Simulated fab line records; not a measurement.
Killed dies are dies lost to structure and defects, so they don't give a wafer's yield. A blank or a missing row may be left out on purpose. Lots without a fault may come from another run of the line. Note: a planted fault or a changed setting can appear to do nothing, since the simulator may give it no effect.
Struck lot and sound lot, side by side / flow sky130 / 17 steps out of a route of 708
Sound: wafers L338.1, L338.4, L338.5. Struck: wafer L344.1. (L344.3, L344.6 of the same lot were not struck and are left out.) The cause comes at the end.
For every step that has rows: the tool of each side, followed by ch and its chambers, followed by its first start. Under that, the readings that differ: sound wafers / struck wafers / difference of the means / sigmas: that difference in standard deviations of wafers without a fault.
alike: same words and numbers on both sides, and readings whose means sit less than 2 such deviations apart. not compared: any withheld reading, any reading some wafer has no value for, any bound like >300 that may hide the same value, and any number with overlapping values for which the record gives no deviation.
Wherever a step has rows on one side only, a row that says differs or no value, or a row with sigmas, the two part there. Non-overlapping numbers with no deviation appear without sigmas and do not part them. A reading missing from all wafers of one side parts the sides only when that side holds two or more wafers.

SKY_LOCAL_INTERCONNECT_RS_MEAS_01: a four-point-probe measurement.
  struck on filmMetro-04, day 35 13:41; sound on filmMetro-02, day 33 07:55
  alike: LOCAL_INTERCONNECT_TIN_RS
SKY_LOCAL_INTERCONNECT_THK_MEAS_02: measures by xrf.
  struck on filmMetro-04, day 35 13:48; sound on filmMetro-02, day 33 08:02
  alike: LOCAL_INTERCONNECT_TIN_THK
then, 8 steps without rows for these wafers: SKY_LOCAL_INTERCONNECT_DEHYDRATE_03 (time 60 s); SKY_LOCAL_INTERCONNECT_HMDS_04 (prime time 60 s); SKY_LOCAL_INTERCONNECT_COAT_05 (resist thk 59.23 nm); SKY_LOCAL_INTERCONNECT_COAT_06 (resist thk 450 nm); SKY_LOCAL_INTERCONNECT_SOFTBAKE_07 (time 90 s); SKY_LOCAL_INTERCONNECT_EXPOSE_08 (exposes mask LI1M, target cd 170 nm); SKY_LOCAL_INTERCONNECT_PEB_09; SKY_LOCAL_INTERCONNECT_DEVELOP_10 (develop time 60 s).
SKY_LOCAL_INTERCONNECT_CD_MEAS_11 targets a cd of 170 nm.
  struck on cdSem-02, day 36 16:40; sound on cdSem-02, day 34 11:39
  alike: cdNm
SKY_LOCAL_INTERCONNECT_OVL_MEAS_12:
  struck on overlay-01, day 36 16:47; sound on overlay-02, day 34 11:46
  alike: LOCAL_INTERCONNECT_OVL
SKY_LOCAL_INTERCONNECT_ETCH_13: etches BARC in N2/H2, stops on SiO2, time 45.9 s, target depth 60 nm.
  sound on rieMetal-01 ch 1, day 34 11:49; struck on rieMetal-01 ch 1, day 36 16:49
reading=oesProductAu (a.u.); sound=0.849 0.842 0.842; struck=0.709; difference=-0.135; sigmas=-28
reading=runLengthS (s); sound=73.9 74.4 73.8; struck=93.1; difference=+19.1; sigmas=+28
reading=model.KrF-thick_of_LOCAL_INTERCONNECT_COAT_06.thkNm (nm); sound=394.7 392.5 391.6; struck=375.6; difference=-17.3; sigmas=
reading=model.LOCAL_INTERCONNECT.cdNm (nm); sound=169.9 170.1 169.3; struck=165.1; difference=-4.7; sigmas=
reading=model.SiO2_of_SONOS_ONO_CVD_04.thkNm (nm); sound=4.206 4.207 4.219; struck=3.325; difference=-0.886; sigmas=
  alike: chamberPressureMTorr, drypumpMotorCurrentA, throttleValvePct
  not compared: rfHoursCounterH
SKY_LOCAL_INTERCONNECT_METAL_ETCH_14: etches TiN in Cl2/BCl3, stops on PSG, target depth 110 nm, time 31.4 s.
  sound on rieMetal-01 ch 1, day 34 11:52; struck on rieMetal-01 ch 1, day 36 16:53
reading=model.KrF-thick_of_LOCAL_INTERCONNECT_COAT_06.thkNm (nm); sound=351.6 348.9 348.1; struck=331.9; difference=-17.6; sigmas=
reading=model.LOCAL_INTERCONNECT.cdNm (nm); sound=168.6 169.4 168.7; struck=165.4; difference=-3.5; sigmas=
  alike: bcl3FlowSccm, chamberPressureMTorr, drypumpMotorCurrentA, oesProductAu, runLengthS, throttleValvePct
  not compared: rfHoursCounterH
SKY_LOCAL_INTERCONNECT_STRIP_15: strips in O2/N2.
  sound on plasmaAsher-02 ch 0,1, day 34 11:55; struck on plasmaAsher-02 ch 1, day 36 16:56
reading=stripTimeToEndpointS (s); sound=4.754 4.714 4.720; struck=4.514; difference=-0.215; sigmas=-12
  alike: chamberPressureMTorr, drypumpMotorCurrentA, oesProductAu
  not compared: rfHoursCounterH
then, 1 step without rows for these wafers: SKY_LOCAL_INTERCONNECT_STRIP_16 (strips in post etch residue remover, time 1200 s).
-- the record jumps here: 14 days lie between the struck wafers' starts before and after (it left off in module LOCAL_INTERCONNECT and takes up again in module PAD_OPEN, whose first step shown is number 708 of the route) --
SKY_PAD_OPEN_PROBE_99:
  struck on prober-02, day 50 16:25; sound on prober-02, day 49 05:46
reading=killed_at_M4_up; sound=1 2 0; struck=6; difference=+5; sigmas=+2
  alike: killed_at_M0_to_M3, killedAtContacts, killedAtFrontEnd, killedAtOther, killedDies, killedOnRim, killedOpen, killedShort

== WHERE THEY PART ==
At SKY_LOCAL_INTERCONNECT_ETCH_13 first; at SKY_PAD_OPEN_PROBE_99 last (within this record only).

WHY: what the simulator had put in
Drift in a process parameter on rieMetal-01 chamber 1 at SKY_LOCAL_INTERCONNECT_ETCH_13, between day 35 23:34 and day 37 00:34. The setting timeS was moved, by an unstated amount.
